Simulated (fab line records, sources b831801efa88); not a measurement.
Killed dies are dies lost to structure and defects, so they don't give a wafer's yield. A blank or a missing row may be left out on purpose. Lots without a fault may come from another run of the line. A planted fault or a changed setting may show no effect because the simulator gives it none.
Which tool did it? | flow sky130 | 12 lots, 36 wafers sampled, at 3 steps of a route of 708

WHAT THE GAUGES READ, wafer by wafer
SKY_NWELL_TW_MEAS_26.
lot  | measured     | on            | NWELL_2_TW
L521 | day 5 12:20  | film_metro-01 | 498 499 501
L522 | day 5 13:50  | film_metro-03 | 488 486 489
L523 | day 5 19:25  | film_metro-01 | 499 499 500
L525 | day 6 09:49  | film_metro-04 | 490 491 488
L528 | day 7 06:17  | film_metro-04 | 491 490 491
L530 | day 7 12:13  | film_metro-03 | 491 492 489
L535 | day 8 22:50  | film_metro-01 | 500 502 502
L537 | day 9 05:13  | film_metro-03 | 489 484 486
L539 | day 9 18:04  | film_metro-01 | 499 506 503
L540 | day 10 04:08 | film_metro-03 | 488 486 489
L541 | day 10 08:50 | film_metro-01 | 497 494 494
L542 | day 10 16:17 | film_metro-01 | 495 494 496

SKY_POLY_GATE_THK_MEAS_04.
lot  | measured     | on            | POLY_GATE_CVD_03_THK (nm)
L521 | day 15 11:43 | film_metro-04 | 76.1 75.7 75.5
L522 | day 15 15:54 | film_metro-01 | 76.4 76.4 76.7
L523 | day 16 00:58 | film_metro-01 | 75.5 75.2 75.1
L525 | day 16 18:31 | film_metro-04 | 75.9 76.3 76.5
L528 | day 18 04:25 | film_metro-04 | 75.2 74.5 75.2
L530 | day 18 23:41 | film_metro-02 | 74.2 73.8 74.0
L535 | day 20 12:23 | film_metro-04 | 74.7 74.4 74.6
L537 | day 20 23:11 | film_metro-01 | 75.1 75.4 75.7
L539 | day 21 19:25 | film_metro-04 | 73.9 74.0 73.5
L540 | day 22 06:12 | film_metro-02 | 75.6 75.8 75.3
L541 | day 22 09:16 | film_metro-04 | 76.7 76.4 76.8
L542 | day 22 23:32 | film_metro-01 | 76.6 76.9 75.8

WHICH TOOL RAN EACH LOT (tool, then ch and the chambers of the sampled wafers, then the start)
lot  | SKY_NWELL_RTA_28
L521 | rtp_anneal-01 ch 0, day 5 12:28
L522 | rtp_anneal-02 ch 0, day 5 13:56
L523 | rtp_anneal-01 ch 0, day 5 19:32
L525 | rtp_anneal-01 ch 0, day 6 09:56
L528 | rtp_anneal-01 ch 0, day 7 06:23
L530 | rtp_anneal-02 ch 0, day 7 12:20
L535 | rtp_anneal-01 ch 0, day 8 22:58
L537 | rtp_anneal-01 ch 0, day 9 05:21
L539 | rtp_anneal-01 ch 0, day 9 18:11
L540 | rtp_anneal-01 ch 0, day 10 04:14
L541 | rtp_anneal-02 ch 0, day 10 08:56
L542 | rtp_anneal-02 ch 0, day 10 16:25
- SKY_NWELL_RTA_28: time 30 s.

WHAT THE TOOLS THEMSELVES READ (means of the sampled wafers that have a number; where no wafer has one, the mark that the record gives instead)
SKY_NWELL_RTA_28.
lot  | tool          | lamp_power_pct (%) | ramp_down_c_per_s | wafer_temp_C_max
L521 | rtp_anneal-01 | 25.29              | 90.002            | 1054.1
L522 | rtp_anneal-02 | 25.26              | 90.014            | 1054.9
L523 | rtp_anneal-01 | 25.30              | 90.013            | 1054.7
L525 | rtp_anneal-01 | 25.35              | 90.012            | 1054.4
L528 | rtp_anneal-01 | 25.26              | 89.999            | 1054.8
L530 | rtp_anneal-02 | 25.29              | 89.992            | 1055.3
L535 | rtp_anneal-01 | 25.34              | 89.989            | 1054.4
L537 | rtp_anneal-01 | 25.28              | 90.024            | 1054.7
L539 | rtp_anneal-01 | 25.31              | 90.001            | 1056.2
L540 | rtp_anneal-01 | 25.28              | 89.999            | 1055.9
L541 | rtp_anneal-02 | 25.25              | 90.012            | 1055.2
L542 | rtp_anneal-02 | 25.29              | 90.008            | 1054.6

THE ANSWER, worked out from the rows above alone
Rule: what is usual is taken from the lots themselves. Put in order of their means at a reading, lots are off if they are a third of the lots or fewer, leave a main group of 4 or more, and stand apart from it by a gap of 3 or more times the standard deviation of the main group's means; of several such gaps the widest counts. A main group whose means are all the same, to the digits that the tables above print for the reading, isn't used. A lot without any number at a reading at which 4 lots or more have one is off too. The other lots that the step has rows for count as sound. The gauges are gone through in route order, then the tools' own readings, and for those a lot's mean is taken as printed above. The first step at which some lot is off is used, and at that step the reading that is off furthest; a lot without a number counts as furthest.
No lot is off at any reading shown: from this, nothing can be told.

WHAT THE SIMULATOR HAD PUT IN
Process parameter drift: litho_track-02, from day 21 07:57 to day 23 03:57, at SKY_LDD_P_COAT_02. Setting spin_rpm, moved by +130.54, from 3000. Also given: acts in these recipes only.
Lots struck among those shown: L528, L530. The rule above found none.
